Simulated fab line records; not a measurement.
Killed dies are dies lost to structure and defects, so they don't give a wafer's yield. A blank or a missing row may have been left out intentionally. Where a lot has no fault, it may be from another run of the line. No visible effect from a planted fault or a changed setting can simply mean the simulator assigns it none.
A lot that was struck, set against a sound lot || flow sky130 || 44 steps out of a route of 708
Sound: these wafers, L562.2, L562.4, L562.5. Wafers L573.2, L573.3, L573.6 were the ones struck. The cause comes at the end.
For every step that has rows: the tool of each side, followed by ch and its chambers, followed by its first start. Under that, the readings that differ: sound wafers || struck wafers || difference of the means || sigmas: that difference in standard deviations of wafers without a fault.
alike: readings whose means differ by less than 2 such deviations, and words and numbers that are the same on both sides. not compared: withheld readings, readings that some wafer has no value for, bounds like >300 that may hide the same value, and numbers for which the record gives no deviation and whose values overlap.
Wherever a step has rows on one side only, a row that says differs or no value, or a row with sigmas, the two part there. Numbers that don't overlap but have no deviation are shown without sigmas and don't part them. A reading that every wafer of one side lacks parts them only if that side has two wafers or more.

SKY_VIA2_ETCH_15: etches SiO2 in C4F8/O2/Ar, stops on TiN, target depth 546 nm, time 84 s.
  sound on rie diel-04 ch 1,2, day 38 13:43; struck on rie diel-03 ch 0,1,3, day 41 17:56
  alike: oes product au
  not compared: rf hours counter h
then, 4 steps without rows for these wafers: SKY_VIA2_STRIP_16 (strips in O2/N2); SKY_VIA2_STRIP_17 (strips in post etch residue remover, time 1200 s); SKY_VIA2_CLEAN_18 (cleans in IPA, time 180 s); SKY_VIA2_CLEAN_19 (cleans in O3/DIW).
SKY_VIA2_SPUTTER_20: material TiN, target thk 20 nm, time 80 s.
  sound on pvd sputter-03 at day 38 14:26; struck on pvd sputter-03 at day 41 18:40
  alike: throttle valve pct
then, 1 step without rows for these wafers: SKY_VIA2_CVD_21 (deposits W, target thk 420 nm, time 126.4 s).
SKY_VIA2_RS_MEAS_22: uses a four-point probe to measure.
  sound on film metro-01 at day 38 14:38; struck on film metro-03 at day 41 18:52
  alike: VIA2_W_RS
SKY_VIA2_THK_MEAS_23: measures by xrf.
  sound on film metro-01 at day 38 14:45; struck on film metro-03 at day 41 18:59
{"reading": "VIA2_W_THK (nm)", "sound": "407 408 402", "struck": "419 423 419", "difference": "+15", "sigmas": "+2"}
SKY_VIA2_CMP_24: polishes, stops on SiO2, t overpolish 20 s, target thk 0 nm.
  sound on cmp-02 ch 1,3, day 38 14:51; struck on cmp-02 ch 0,1,3, day 41 19:08
{"reading": "time to endpoint s (s)", "sound": "94 96 95", "struck": "104 102 98", "difference": "+6", "sigmas": "+2"}
  alike: edge zone pressure frac, motor current A, overpolish run s, retaining ring pressure frac
SKY_METAL3_SPUTTER_00: material Ti, target thk 15 nm, time 10 s.
  sound on pvd sputter-04 at day 38 15:06; struck on pvd sputter-04 at day 41 19:20
  alike: throttle valve pct
SKY_METAL3_SPUTTER_01: material TiN, target thk 20 nm, time 16.7 s.
  sound on pvd sputter-04 at day 38 15:07; struck on pvd sputter-04 at day 41 19:21
  alike: throttle valve pct
SKY_METAL3_SPUTTER_02: material AlCu, target thk 735 nm, time 39.1 s.
  sound on pvd sputter-04 at day 38 15:09; struck on pvd sputter-04 at day 41 19:23
{"reading": "model.AlCu_of_METAL3_SPUTTER_02.thk nm (nm)", "sound": "729.3 731.2 736.3", "struck": "832.8 839.4 837.3", "difference": "+104.2", "sigmas": ""}
  alike: throttle valve pct
then, 3 steps without rows for these wafers: SKY_METAL3_SPUTTER_03 (material Ti, target thk 5 nm, time 3.3 s); SKY_METAL3_SPUTTER_04 (material TiN, target thk 70 nm, time 58.3 s); SKY_CAPM_CVD_00 (deposits SiO2, target thk 15.5 nm).
SKY_CAPM_THK_MEAS_01:
  sound on film metro-04 at day 38 15:17; struck on film metro-03 at day 41 19:31
  alike: CAPM_CVD_00_THK
then, 1 step without rows for these wafers: SKY_CAPM_SPUTTER_02 (material TiN, target thk 200 nm, time 166.7 s).
SKY_CAPM_RS_MEAS_03: uses a four-point probe to measure.
  sound on film metro-02 at day 38 15:28; struck on film metro-04 at day 41 19:41
  alike: CAPM_TIN_RS
SKY_CAPM_THK_MEAS_04: measures by xrf.
  sound on film metro-02 at day 38 15:35; struck on film metro-04 at day 41 19:48
  alike: CAPM_TIN_THK
then, 7 steps without rows for these wafers: SKY_CAPM_DEHYDRATE_05 (time 60 s); SKY_CAPM_HMDS_06 (prime time 60 s); SKY_CAPM_COAT_07 (resist thk 1140 nm); SKY_CAPM_SOFTBAKE_08 (time 60 s); SKY_CAPM_EXPOSE_09 (exposes mask CAPM, target cd 1000 nm); SKY_CAPM_PEB_10; SKY_CAPM_DEVELOP_11 (develop time 60 s).
SKY_CAPM_OVL_MEAS_12:
  sound on overlay-01 at day 39 16:32; struck on overlay-01 at day 42 18:56
  alike: CAPM_OVL
then, 13 steps without rows for these wafers: SKY_CAPM_METAL_ETCH_13 (etches TiN in Cl2/BCl3, stops on SiO2, target depth 220 nm, time 62.9 s); SKY_CAPM_STRIP_14 (strips in O2/N2); SKY_CAPM_STRIP_15 (strips in post etch residue remover, time 1200 s); SKY_CAPM_CLEAN_16 (cleans in IPA, time 180 s); SKY_CAPM_CLEAN_17 (cleans in O3/DIW); SKY_METAL3_DEHYDRATE_05 (time 60 s); SKY_METAL3_HMDS_06 (prime time 60 s); SKY_METAL3_COAT_07 (resist thk 60 nm); SKY_METAL3_COAT_08 (resist thk 1140 nm); SKY_METAL3_SOFTBAKE_09 (time 90 s); SKY_METAL3_EXPOSE_10 (exposes mask MM3, target cd 300 nm); SKY_METAL3_PEB_11; SKY_METAL3_DEVELOP_12 (develop time 60 s).
SKY_METAL3_CD_MEAS_13: the cd target is 300 nm.
  sound on cd sem-01 at day 40 17:17; struck on cd sem-02 at day 43 18:48
  alike: cd nm
SKY_METAL3_METAL_ETCH_18: etches the open film in Cl2/BCl3, stops on SiO2, target depth 845 nm, time 183.1 s.
  sound on rie metal-03 ch 0,1, day 40 17:35; struck on rie metal-01 ch 0,1, day 43 19:05
{"reading": "oes product au (a.u.)", "sound": "0.864 0.871 0.870", "struck": "0.924 0.930 0.917", "difference": "+0.055", "sigmas": "+10"}
  alike: drypump motor current A, throttle valve pct
  not compared: rf hours counter h
-- the record jumps here: 6 days lie between the struck wafers' starts before and after (it left off in module METAL3 and takes up again in module PAD_OPEN, whose first step shown is number 708 of the route) --
SKY_PAD_OPEN_PROBE_99:
  sound on prober-02 at day 47 15:15; struck on prober-01 at day 50 01:35
{"reading": "model.etest.met3.line ohm um", "sound": "0.1434 0.1444 0.142", "struck": "0.1263 0.1231 0.1254", "difference": -0.0183, "sigmas": ""}
{"reading": "model.etest.met3.rs ohm sq", "sound": "0.04295 0.04313 0.0423", "struck": "0.03775 0.03705 0.03744", "difference": -0.00538, "sigmas": ""}
  alike: defect limited yield, killed_at_M0_to_M3, killed_at_M4_up, killed at contacts, killed at front end, killed at other, killed dies, killed open, killed short, sort_bin_3_pad_short, sort_bin_5_function, sort_bin_6_memory, sort n pass, sort yield pct

## WHERE THEY PART
Earliest at SKY_VIA2_THK_MEAS_23; latest, in this record, at SKY_METAL3_METAL_ETCH_18. Later steps at which nothing parts them and some readings are alike: SKY_PAD_OPEN_PROBE_99.

WHY: the cause the simulator had injected
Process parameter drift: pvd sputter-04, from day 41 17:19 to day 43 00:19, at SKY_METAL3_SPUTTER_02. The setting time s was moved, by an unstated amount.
